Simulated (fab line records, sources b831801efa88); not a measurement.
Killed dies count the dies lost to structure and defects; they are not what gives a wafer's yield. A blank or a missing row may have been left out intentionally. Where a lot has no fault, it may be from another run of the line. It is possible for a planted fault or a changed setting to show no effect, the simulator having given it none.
Matching of chambers :: flow gf180mcu :: GF_V2_CMP_26 on cmp-02: 4 sister chambers
The step polishes, stops on SiO2, t overpolish 15 s, target thk 0 nm. 4 wafers are shown with their chamber, then 7 later ones without.

WAFERS, EACH WITH ITS CHAMBER
wafer: L222.4
chamber: 2
motor-current-A (A): 11.2

wafer: L226.4
chamber: 3
motor-current-A (A): 11.6

wafer: L233.1
chamber: 1
motor-current-A (A): 12.3

wafer: L233.3
chamber: 0
motor-current-A (A): 11.8

WAFERS MISSING THEIR CHAMBER
wafer: L233.6
motor-current-A (A): 12.0

wafer: L236.2
motor-current-A (A): 11.3

wafer: L236.4
motor-current-A (A): 10.7

wafer: L236.5
motor-current-A (A): 11.8

wafer: L238.2
motor-current-A (A): 11.8

wafer: L238.3
motor-current-A (A): 11.4

wafer: L238.6
motor-current-A (A): 11.7

WHICH CHAMBER EACH ONE RAN IN
wafer: L233.6
from the rows above: can't be placed: 0 or 1 or 3
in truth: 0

wafer: L236.2
from the rows above: can't be placed: 2 or 3 or 0
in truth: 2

wafer: L236.4
from the rows above: can't be placed: 2 or 3
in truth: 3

wafer: L236.5
from the rows above: can't be placed: 0 or 3
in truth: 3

wafer: L238.2
from the rows above: can't be placed: 0 or 3
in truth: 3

wafer: L238.3
from the rows above: can't be placed: 3 or 2 or 0
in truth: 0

wafer: L238.6
from the rows above: can't be placed: 3 or 0 or 2
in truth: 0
Placed correctly: 0 of 7. Cannot be placed on the basis of these rows: 7; the candidates contain the true chamber in 7. 0 placed wrongly.
How it was worked out, from the rows above alone: a wafer's distance from a chamber is the root of the sum, over the readings, of the square of ((its reading less the chamber's mean) divided by the reading's scatter). If the next closest chamber is less than 2 further off than the closest, the wafer can't be placed; otherwise it belongs to the closest. The mean given for a chamber averages the wafers shown for that chamber. The scatter: root of mean squared gap, hidden wafer to nearest shown wafer, with one shown wafer a chamber.
